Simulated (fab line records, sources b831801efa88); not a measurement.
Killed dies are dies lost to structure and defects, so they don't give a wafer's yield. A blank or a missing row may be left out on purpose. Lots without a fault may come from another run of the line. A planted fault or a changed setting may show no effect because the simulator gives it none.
fab line records | flow sky130
record lots=6 wafers=18 last_day=50
route steps=708 shown LI_CONTACT@380 LOCAL_INTERCONNECT@387
lots that met no fault: from a run of the same line without faults
start_h: hours from the record's first day to the start of the lot's first wafer shown | wait_h: hours since the lot's step before | " the same as in the row above | L1.1+2: a row that stands for several wafers | - no value, or no start given | * or withheld: withheld | < > ~ a bound
route shown NAME@n: a module of which the file shows steps, and the number in the route of the first | usual: mean/standard deviation of fault-free wafers | same: alike in all rows | chamber/n: place in a boat | sites: the reading at each site | _std_site: their standard deviation | _edge_site: outer sites' mean less inner sites' | radius_mm: how far each site lies from the wafer's centre | mask NAME#n: copy n | behind: the tool/chamber that last shaped the wafer | hold: why the lot was held/for how many hours/how that ended | device: the transistor (n, p or np) that didn't switch | end of line: the same wafers' tests at the end of the route | a step without rows: its recipe alone | killed: dies lost to structure and defects at the first sort, not the wafer's yield | map: a wafer's dies, x killed, . not, _ none there
set.NAME: the setting as run; set.NAME@STEP: as run at that earlier step | model.NAME: the simulator's own value behind a step, which no gauge read
lots at some steps of the route; a table a step, a row a wafer
services: from which hour (start_h, from the record's first day; less than 0 if before it) a tool's chamber was out of use, for how many hours, and why
## steps
# step SKY_LI_CONTACT_PRE_CLEAN_18
# recipe gas=Ar time_s=5.6 bias_v=358
# step SKY_LI_CONTACT_SPUTTER_19
# recipe material=Ti target_thk_nm=20 chamber_pressure_pa=5 power_w=2500 substrate_temp_c=200 time_s=106.37
# usual cathode_dc_power_W=2499.9/0.43 throttle_valve_pct=29.6/1.1
# columns lot.wafer tool chamber start_h wait_h cathode_dc_power_W throttle_valve_pct
L784.1 pvd_sputter-04 - 726.54 0.0 2500.0 29.4
L784.2 " - " " 2500.6 30.6
L784.4 " - " " 2500.6 29.8
L790.1 pvd_sputter-01 - 763.49 0.0 2500.1 29.3
L790.2 " - " " 2499.9 29.6
L790.6 " - " " 2499.9 29.5
L793.2 pvd_sputter-01 - 786.29 0.0 2499.5 29.0
L793.3 " - " " 2500.1 29.9
L793.4 " - " " 2500.2 31.1
L801.2 pvd_sputter-01 - 848.83 0.0 2500.0 30.8
L801.4 " - " " 2500.1 29.7
L801.6 " - " " 2499.5 29.1
L799.2 pvd_sputter-01 - 852.29 0.0 2499.8 31.0
L799.3 " - " " 2499.6 29.6
L799.6 " - " " 2499.4 28.9
L802.1 pvd_sputter-03 - 855.54 0.0 2499.8 30.1
L802.4 " - " " 2500.1 29.4
L802.6 " - " " 2499.8 29.5
# step SKY_LI_CONTACT_SPUTTER_20
# recipe material=TiN target_thk_nm=20 chamber_pressure_pa=5 power_w=4000 time_s=80
# step SKY_LI_CONTACT_CVD_21
# recipe material=W target_thk_nm=400 time_s=120.56 temp_c=400 pressure_torr=40
# usual heater_power_w=904/140
# columns lot.wafer tool chamber start_h wait_h heater_power_w since_wet_clean_h
L784.1 cvd_w-02 0 726.68 0.0 819 323
L784.2 " 1 " " 718 323
L784.4 " 0 " " 854 -
L790.1 cvd_w-01 0 763.63 0.0 1081 860
L790.2 " 1 " " 865 860
L790.6 " 0 " " 1108 -
L793.2 cvd_w-01 0 786.43 0.0 1087 882
L793.3 " 1 " " 842 -
L793.4 " 0 " " 1092 -
L801.2 cvd_w-02 0 848.97 0.0 839 445
L801.4 " 0 " " 832 -
L801.6 " 0 " " 844 -
L799.2 cvd_w-01 0 852.43 0.0 1078 948
L799.3 " 0 " " 1079 -
L799.6 " 0 " " 1093 -
L802.1 cvd_w-01 1 855.68 0.0 850 952
L802.4 " 0 " " 1114 -
L802.6 " 0 " " 1101 -
# step SKY_LI_CONTACT_RS_MEAS_22
# recipe thk_meas_gauge=four-point-probe reads=W_of_LI_CONTACT_CVD_21+TiN_of_LI_CONTACT_SPUTTER_20+Ti_of_LI_CONTACT_SPUTTER_19
# usual LI_CONTACT_W_RS=0.287/0.0033
# columns lot.wafer tool chamber start_h wait_h LI_CONTACT_W_RS[ohm/sq]
L784.1 film_metro-01 - 726.81 0.1 0.296
L784.2 " - " " 0.289
L784.4 " - " " 0.294
L790.1 film_metro-01 - 763.75 0.1 0.291
L790.2 " - " " 0.289
L790.6 " - " " 0.289
L793.2 film_metro-02 - 786.57 0.1 0.287
L793.3 " - " " 0.288
L793.4 " - " " 0.286
L801.2 film_metro-01 - 849.11 0.1 0.286
L801.4 " - " " 0.284
L801.6 " - " " 0.282
L799.2 film_metro-02 - 852.57 0.1 0.293
L799.3 " - " " 0.293
L799.6 " - " " 0.293
L802.1 film_metro-03 - 855.80 0.1 0.286
L802.4 " - " " 0.291
L802.6 " - " " 0.291
# step SKY_LI_CONTACT_THK_MEAS_23
# recipe thk_meas_gauge=xrf reads=W_of_LI_CONTACT_CVD_21
# usual LI_CONTACT_W_THK=389/5.5
# columns lot.wafer tool chamber start_h wait_h LI_CONTACT_W_THK[nm]
L784.1 film_metro-01 - 726.93 0.1 374
L784.2 " - " " 384
L784.4 " - " " 380
L790.1 film_metro-01 - 763.87 0.1 384
L790.2 " - " " 387
L790.6 " - " " 384
L793.2 film_metro-02 - 786.68 0.1 388
L793.3 " - " " 388
L793.4 " - " " 390
L801.2 film_metro-01 - 849.22 0.1 387
L801.4 " - " " 387
L801.6 " - " " 397
L799.2 film_metro-02 - 852.68 0.1 382
L799.3 " - " " 380
L799.6 " - " " 383
L802.1 film_metro-03 - 855.92 0.1 388
L802.4 " - " " 385
L802.6 " - " " 383
# step SKY_LI_CONTACT_CMP_24
# recipe stop_on=PSG t_overpolish_s=20 down_force_psi=3.5 platen_rpm=60 target_thk_nm=0 pad_velocity_m_s=0.94248
# usual motor_current_A=11.2/1.5 overpolish_run_s=19.999/0.009 time_to_endpoint_s=99/4.1
# columns lot.wafer tool chamber start_h wait_h motor_current_A overpolish_run_s time_to_endpoint_s
L784.2 cmp-01 0 726.99 0.0 12.5 20.013 103
L784.4 " 2 " " 10.3 19.998 95
L784.1 " 3 " " 12.3 20.010 96
L790.1 cmp-01 1 764.03 0.1 10.8 19.993 95
L790.2 " 2 " " 10.7 19.979 96
L790.6 " 0 " " 12.4 19.999 97
L793.2 cmp-01 2 786.73 0.0 10.9 20.000 97
L793.3 " 3 " " 11.7 19.990 94
L793.4 " 1 " " 10.5 19.994 96
L801.4 cmp-01 2 849.27 0.0 11.2 19.995 95
L801.2 " 3 " " 11.5 20.003 96
L801.6 " 2 " " 10.6 20.007 96
L799.3 cmp-01 3 852.73 0.0 12.2 20.004 93
L799.2 " 1 " " 10.3 20.010 95
L799.6 " 0 " " 11.8 19.980 95
L802.4 cmp-02 0 855.98 0.0 9.6 19.999 107
L802.1 " 3 " " 14.2 19.998 102
L802.6 " 0 " " 9.3 19.995 105
# step SKY_LOCAL_INTERCONNECT_SPUTTER_00
# recipe material=TiN target_thk_nm=100 temp_c=300 power_w=6500 time_s=83.3 chamber_pressure_pa=0.4
# usual cathode_dc_power_W=6500.0/1.3 throttle_valve_pct=29.9/1.3
# columns lot.wafer tool chamber start_h wait_h cathode_dc_power_W throttle_valve_pct
L784.1 pvd_sputter-03 - 727.29 0.1 6502.8 30.3
L784.2 " - " " 6500.7 27.8
L784.4 " - " " 6499.6 29.3
L790.1 pvd_sputter-03 - 764.23 0.1 6496.7 29.4
L790.2 " - " " 6501.6 29.6
L790.6 " - " " 6500.5 27.6
L793.2 pvd_sputter-03 - 787.03 0.2 6499.2 29.9
L793.3 " - " " 6501.9 27.6
L793.4 " - " " 6497.9 29.4
L801.2 pvd_sputter-02 - 849.57 0.2 6501.7 30.6
L801.4 " - " " 6498.2 32.1
L801.6 " - " " 6499.1 30.5
L799.2 pvd_sputter-02 - 853.03 0.1 6501.8 30.4
L799.3 " - " " 6499.0 28.3
L799.6 " - " " 6501.8 32.3
L802.1 pvd_sputter-04 - 856.28 0.1 6495.5 27.1
L802.4 " - " " 6501.9 30.0
L802.6 " - " " 6498.2 29.8
# step SKY_LOCAL_INTERCONNECT_RS_MEAS_01
# recipe thk_meas_gauge=four-point-probe reads=TiN_of_LOCAL_INTERCONNECT_SPUTTER_00
# usual LOCAL_INTERCONNECT_TIN_RS=14.05/0.19
# columns lot.wafer tool chamber start_h wait_h LOCAL_INTERCONNECT_TIN_RS[ohm/sq]
L784.1 film_metro-01 - 727.35 0.0 14.18
L784.2 " - " " 14.32
L784.4 " - " " 14.24
L790.1 film_metro-02 - 764.30 0.0 14.07
L790.2 " - " " 14.09
L790.6 " - " " 14.07
L793.2 film_metro-02 - 787.12 0.1 14.08
L793.3 " - " " 14.10
L793.4 " - " " 13.99
L801.2 film_metro-02 - 849.66 0.1 14.07
L801.4 " - " " 14.33
L801.6 " - " " 14.08
L799.2 film_metro-02 - 853.11 0.1 14.11
L799.3 " - " " 13.96
L799.6 " - " " 14.32
L802.1 film_metro-02 - 856.35 0.0 14.23
L802.4 " - " " 14.00
L802.6 " - " " 14.04
# step SKY_LOCAL_INTERCONNECT_THK_MEAS_02
# recipe thk_meas_gauge=xrf reads=TiN_of_LOCAL_INTERCONNECT_SPUTTER_00
# usual LOCAL_INTERCONNECT_TIN_THK=101.9/1.3
# columns lot.wafer tool chamber start_h wait_h LOCAL_INTERCONNECT_TIN_THK[nm]
L784.1 film_metro-01 - 727.47 0.1 101.5
L784.2 " - " " 100.3
L784.4 " - " " 100.8
L790.1 film_metro-02 - 764.42 0.1 101.7
L790.2 " - " " 101.4
L790.6 " - " " 101.6
L793.2 film_metro-02 - 787.23 0.1 102.0
L793.3 " - " " 102.0
L793.4 " - " " 102.6
L801.2 film_metro-02 - 849.77 0.1 101.9
L801.4 " - " " 100.3
L801.6 " - " " 102.0
L799.2 film_metro-02 - 853.22 0.1 101.6
L799.3 " - " " 102.7
L799.6 " - " " 100.6
L802.1 film_metro-02 - 856.47 0.1 100.7
L802.4 " - " " 102.3
L802.6 " - " " 102.5
# step SKY_LOCAL_INTERCONNECT_DEHYDRATE_03
# recipe temp_c=200 time_s=60
# step SKY_LOCAL_INTERCONNECT_HMDS_04
# recipe prime_time_s=60 prime_temp_c=120
# step SKY_LOCAL_INTERCONNECT_COAT_05
# recipe resist=BARC temp_c=withheld time_s=withheld spin_rpm=3000 resist_thk_nm=60
# usual spin_speed_rpm=3000.1/1.9
# columns lot.wafer tool chamber start_h wait_h spin_speed_rpm
L784.1 litho_track-04 0 740.86 0.1 2999.4
L784.2 " 0 " " 3000.1
L784.4 " 0 " " 2998.2
L790.1 litho_track-03 0 776.65 0.1 2269.1
L790.2 " 0 " " 2267.7
L790.6 " 0 " " 2270.4
L793.2 litho_track-03 0 799.88 0.1 2271.7
L793.3 " 0 " " 2270.3
L793.4 " 0 " " 2269.5
L801.2 litho_track-03 0 862.13 0.1 3002.2
L801.4 " 0 " " 3002.6
L801.6 " 0 " " 3002.6
L799.2 litho_track-01 0 865.44 0.1 2999.2
L799.3 " 0 " " 2996.8
L799.6 " 0 " " 2999.8
L802.1 litho_track-01 0 869.02 0.1 2999.3
L802.4 " 0 " " 2996.7
L802.6 " 0 " " 3003.1
# step SKY_LOCAL_INTERCONNECT_COAT_06
# recipe resist=KrF-thick spin_rpm=3000 resist_thk_nm=450
# step SKY_LOCAL_INTERCONNECT_SOFTBAKE_07
# recipe temp_c=100 time_s=90 resist=KrF-thick
# step SKY_LOCAL_INTERCONNECT_EXPOSE_08
# recipe mask_id=LI1M na=0.8 source_shape=annular sigma_inner=0.55 sigma_outer=0.85 target_cd_nm=170 dose_mj=28
# step SKY_LOCAL_INTERCONNECT_PEB_09
# recipe peb_temp_c=withheld peb_time_s=withheld resist=KrF-thick
# step SKY_LOCAL_INTERCONNECT_DEVELOP_10
# recipe develop_time_s=60 resist=KrF-thick dev_temp_c=21
# step SKY_LOCAL_INTERCONNECT_CD_MEAS_11
# recipe target_cd_nm=170
# usual cd_nm=170.3/1.6
# columns lot.wafer tool chamber start_h wait_h cd_nm
L784.1 cd_sem-02 - 754.37 - 168.5
L784.2 " - " " 168.6
L784.4 " - " " 168.8
L790.1 cd_sem-02 - 789.70 - 170.2
L790.2 " - " " 169.5
L790.6 " - " " 169.6
L793.2 cd_sem-02 - 813.42 - 173.0
L793.3 " - " " 173.0
L793.4 " - " " 171.2
L801.2 cd_sem-02 - 875.67 - 169.5
L801.4 " - " " 170.6
L801.6 " - " " 170.5
L799.2 cd_sem-02 - 878.48 - 170.2
L799.3 " - " " 169.0
L799.6 " - " " 169.9
L802.1 cd_sem-02 - 881.92 - 169.5
L802.4 " - " " 167.7
L802.6 " - " " 169.3
# step SKY_LOCAL_INTERCONNECT_OVL_MEAS_12
# usual LOCAL_INTERCONNECT_OVL=-3/5.9
# columns lot.wafer tool chamber start_h wait_h LOCAL_INTERCONNECT_OVL[nm]
L784.1 overlay-02 - 754.49 0.1 0
L784.2 " - " " -1
L784.4 " - " " 0
L790.1 overlay-02 - 789.82 0.1 -16
L790.2 " - " " -11
L790.6 " - " " -13
L793.2 overlay-01 - 813.53 0.1 -5
L793.3 " - " " -1
L793.4 " - " " -1
L801.2 overlay-01 - 875.78 0.1 -18
L801.4 " - " " -12
L801.6 " - " " -10
L799.2 overlay-01 - 878.59 0.1 0
L799.3 " - " " 6
L799.6 " - " " -2
L802.1 overlay-01 - 882.04 0.1 -12
L802.4 " - " " -9
L802.6 " - " " -4
# step SKY_LOCAL_INTERCONNECT_ETCH_13
# recipe chemistry=N2/H2 target=BARC ion_energy_ev=200 bias_w=100 pressure_mtorr=30 n2_flow_sccm=100 h2_flow_sccm=200 icp_w=500 stop_on=SiO2 time_s=45.9 target_depth_a=600
# usual drypump_motor_current_A=5.88/0.26 oes_product_au=0.855/0.0049 throttle_valve_pct=13.225/0.0094
# columns lot.wafer tool chamber start_h wait_h drypump_motor_current_A oes_product_au rf_hours_counter_h throttle_valve_pct model.etch.depth_nm
L784.1 rie_metal-02 0 754.52 0.0 5.64 0.857 11 13.215 60
L784.2 " 1 " " 6.11 0.858 8 13.204 60.03
L784.4 " 0 " " 5.64 0.853 - 13.217 60.05
L790.1 rie_metal-04 1 789.86 0.0 5.59 0.929 4 13.218 69.16
L790.2 " 0 " " 6.18 0.922 8 13.239 68.78
L790.6 " 0 " " 6.18 0.936 - 13.223 69.02
L793.2 rie_metal-01 1 813.56 0.0 5.76 0.932 0 13.220 69.18
L793.3 " 0 " " 5.69 0.924 - 13.232 69.33
L793.4 " 1 " " 5.78 0.926 - 13.236 68.93
L801.2 rie_metal-02 1 875.83 0.0 6.14 0.849 - 13.238 60.09
L801.4 " 1 " " 6.13 0.854 - 13.223 59.66
L801.6 " 1 " " 6.19 0.852 - 13.221 60.08
L799.2 rie_metal-04 1 878.62 0.0 5.51 0.851 7 13.217 60.11
L799.3 " 1 " " 5.56 0.854 - 13.208 59.99
L799.6 " 0 " " 6.19 0.856 - 13.224 60.1
L802.1 rie_metal-04 1 882.08 0.0 5.56 0.850 7 13.215 59.66
L802.4 " 0 " " 6.17 0.857 - 13.229 59.91
L802.6 " 0 " " 6.17 0.860 - 13.232 59.91
# step SKY_LOCAL_INTERCONNECT_METAL_ETCH_14
# recipe target_depth_nm=110 stop_on=PSG chemistry=Cl2/BCl3 target=TiN resist_sidewall_deg=88 pressure_mtorr=10 icp_w=900 bias_w=48.5 Cl2_flow_sccm=60 bcl3_flow_sccm=30 time_s=31.4
# usual drypump_motor_current_A=5.87/0.26 oes_product_au=0.945/0.008 throttle_valve_pct=21.898/0.0098
# columns lot.wafer tool chamber start_h wait_h drypump_motor_current_A oes_product_au rf_hours_counter_h throttle_valve_pct
L784.1 rie_metal-02 0 754.59 0.0 5.70 0.937 11 21.904
L784.2 " 1 " " 6.10 0.938 8 21.899
L784.4 " 0 " " 5.68 0.939 - 21.901
L790.1 rie_metal-04 1 789.92 0.0 5.56 0.940 4 21.887
L790.2 " 0 " " 6.17 0.943 8 21.898
L790.6 " 0 " " 6.17 0.946 - 21.897
L793.2 rie_metal-01 1 813.62 0.0 5.73 0.943 0 21.891
L793.3 " 0 " " 5.68 0.943 - 21.904
L793.4 " 1 " " 5.73 0.955 - 21.885
L801.2 rie_metal-02 1 875.95 0.1 6.09 0.948 - 21.887
L801.4 " 1 " " 6.13 0.938 - 21.920
L801.6 " 1 " " 6.18 0.945 - 21.900
L799.2 rie_metal-04 1 878.68 0.0 5.54 0.939 7 21.900
L799.3 " 1 " " 5.57 0.950 - 21.896
L799.6 " 0 " " 6.18 0.937 - 21.887
L802.1 rie_metal-04 1 882.14 0.0 5.57 0.931 7 21.902
L802.4 " 0 " " 6.17 0.946 - 21.898
L802.6 " 0 " " 6.16 0.950 - 21.918
# step SKY_LOCAL_INTERCONNECT_STRIP_15
# recipe chemistry=O2/N2 power_w=1400 pressure_mtorr=1500 platen_temp_c=withheld o2_flow_sccm=3000 n2_flow_sccm=300 overash_fraction=0.5
# usual drypump_motor_current_A=5.8/0.5 oes_product_au=0.427/0.0045 strip_time_to_endpoint_s=4.735/0.022
# columns lot.wafer tool chamber start_h wait_h drypump_motor_current_A oes_product_au rf_hours_counter_h strip_time_to_endpoint_s
L784.1 plasma_asher-02 0 754.64 0.0 5.7 0.421 1 4.750
L784.2 " 1 " " 5.8 0.424 1 4.749
L784.4 " 1 " " 5.8 0.428 - 4.744
L790.1 plasma_asher-04 0 789.97 0.0 6.7 0.430 96 4.838
L790.2 " 1 " " 5.4 0.433 96 4.850
L790.6 " 0 " " 6.7 0.434 - 4.847
L793.2 plasma_asher-03 0 813.67 0.0 6.1 0.434 66 4.842
L793.3 " 0 " " 6.1 0.429 - 4.840
L793.4 " 1 " " 5.1 0.429 - 4.839
L801.2 plasma_asher-04 0 876.04 0.1 6.6 0.422 105 4.742
L801.4 " 1 " " 5.4 0.427 - 4.720
L801.6 " 0 " " 6.6 0.419 - 4.726
L799.2 plasma_asher-02 1 878.73 0.0 5.8 0.429 14 4.736
L799.3 " 1 " " 5.8 0.417 - 4.742
L799.6 " 0 " " 5.7 0.427 - 4.772
L802.1 plasma_asher-03 1 882.19 0.0 5.1 0.427 73 4.710
L802.4 " 0 " " 6.1 0.429 - 4.738
L802.6 " 1 " " 5.1 0.421 - 4.745
# step SKY_LOCAL_INTERCONNECT_STRIP_16
# recipe chemistry=post_etch_residue_remover time_s=1200 temp_c=72.5
## services
# columns tool chamber start_h hours kind
pvd_sputter-03 - 703.65 0.5 repair
rie_metal-01 - 704.39 2.8 pm
rie_metal-01 1 709.74 4.2 repair
pvd_sputter-03 - 712.58 5.7 repair
rie_metal-01 0 721.35 1.3 repair
pvd_sputter-01 - 725.88 4.9 repair
plasma_asher-02 - 733.75 9.0 pm
pvd_sputter-01 - 734.98 5.4 repair
cmp-01 - 738.47 2.0 repair
rie_metal-04 0 746.79 5.5 repair
cmp-01 - 753.95 0.7 repair
cmp-01 - 759.44 4.0 pm
cvd_w-01 - 761.16 0.5 repair
plasma_asher-03 - 766.22 1.0 repair
cmp-01 - 768.78 6.8 pm
pvd_sputter-04 - 803.63 4.1 repair
plasma_asher-03 - 816.28 0.7 repair
pvd_sputter-03 - 821.30 1.0 repair
cmp-01 - 830.07 1.5 repair
rie_metal-01 0 831.71 6.1 repair
pvd_sputter-03 - 844.45 10.9 repair
cmp-01 - 879.41 0.2 repair
pvd_sputter-01 - 880.90 1.8 repair
cmp-01 - 881.21 0.3 repair
## key
first_sign step=SKY_LOCAL_INTERCONNECT_COAT_05 reading=spin_speed_rpm direction=down sigmas=99+ usual=3000.1 struck=2269.8
effect step=SKY_LOCAL_INTERCONNECT_ETCH_13 reading=oes_product_au direction=up sigmas=15 usual=0.855 struck=0.928
effect step=SKY_LOCAL_INTERCONNECT_STRIP_15 reading=strip_time_to_endpoint_s direction=up sigmas=5 usual=* struck=*
model_effect step=SKY_LOCAL_INTERCONNECT_ETCH_13 value=etch.depth_nm without=60.05 struck=69.07
met_at SKY_LOCAL_INTERCONNECT_COAT_05
struck_wafers L790.1,L790.2,L790.6,L793.2,L793.3,L793.4
sort_left_out L790.1,L790.2,L790.6
tester_left_out L790,L793
fault kind=process_parameter_drift tool=litho_track-03 chamber=- onset_h=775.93 steps=SKY_LOCAL_INTERCONNECT_COAT_05 channel=spin_rpm offset=-731.96 shape=step end_h=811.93 acts_in=these_recipes_only stated=3000
# tester_left_out: of these lots the tester's yield and bins aren't shown, on N5 and GAA mostly nor the transistor test; their killed dies are dies lost to structure and defects alone, not to doping, threshold or leakage, so they don't give the yield
# sort_left_out: the simulated sort isn't trusted on such a fault, so these wafers' sort isn't shown, and their yield isn't known
